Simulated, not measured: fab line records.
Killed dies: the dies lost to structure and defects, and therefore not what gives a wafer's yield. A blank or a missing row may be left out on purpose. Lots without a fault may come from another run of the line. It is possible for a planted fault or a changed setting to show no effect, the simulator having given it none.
Matching of chambers / flow sky130 / pecvd-01 running SKY_CAPM_CVD_00: 3 sister chambers
The step deposits SiO2, target thk 15.5 nm. 14 wafers are shown with their chamber, then 7 later ones without.

EACH WAFER AND ITS CHAMBER
wafer=L074.1; chamber=0; heater_power_w (W)=948
wafer=L074.4; chamber=1; heater_power_w (W)=717
wafer=L074.6; chamber=0; heater_power_w (W)=936
wafer=L075.2; chamber=1; heater_power_w (W)=700
wafer=L075.3; chamber=0; heater_power_w (W)=832
wafer=L075.6; chamber=1; heater_power_w (W)=695
wafer=L078.3; chamber=2; heater_power_w (W)=829
wafer=L078.4; chamber=2; heater_power_w (W)=838
wafer=L078.6; chamber=0; heater_power_w (W)=795
wafer=L082.1; chamber=0; heater_power_w (W)=849
wafer=L082.2; chamber=1; heater_power_w (W)=744
wafer=L082.4; chamber=2; heater_power_w (W)=868
wafer=L086.4; chamber=2; heater_power_w (W)=833
wafer=L086.5; chamber=0; heater_power_w (W)=796

SIGNATURES (averages over the wafers above)
reading=heater_power_w; chamber 0=859.33; chamber 1=714.00; chamber 2=842.00; scatter within a chamber=47.8
Rule: for a wafer and a chamber, the distance is found by dividing, reading by reading, the gap between the wafer's reading and the chamber's mean by the reading's scatter, squaring, summing and taking the root. The wafer belongs to the nearest chamber; if the next one is less than 2 further off, it can't be placed. The scatter is the square root of a quotient: the sum, over the shown wafers, of each reading's squared deviation from its chamber's mean, divided by wafers minus chambers.

WAFERS WITHOUT THEIR CHAMBER
wafer=L086.6; heater_power_w (W)=751
wafer=L090.1; heater_power_w (W)=756
wafer=L090.3; heater_power_w (W)=897
wafer=L090.5; heater_power_w (W)=802
wafer=L094.1; heater_power_w (W)=740
wafer=L094.2; heater_power_w (W)=899
wafer=L094.4; heater_power_w (W)=740

EACH ONE'S CHAMBER
wafer=L086.6; from the rows above=can't be placed: 1 or 2 or 0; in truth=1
wafer=L090.1; from the rows above=can't be placed: 1 or 2 or 0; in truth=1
wafer=L090.3; from the rows above=can't be placed: 0 or 2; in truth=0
wafer=L090.5; from the rows above=can't be placed: 2 or 0 or 1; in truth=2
wafer=L094.1; from the rows above=can't be placed: 1 or 2 or 0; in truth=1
wafer=L094.2; from the rows above=can't be placed: 0 or 2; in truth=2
wafer=L094.4; from the rows above=can't be placed: 1 or 2 or 0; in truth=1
Correctly placed: 0 of 7. Cannot be placed on the basis of these rows: 7; the candidates contain the true chamber in 7. 0 placed wrongly.
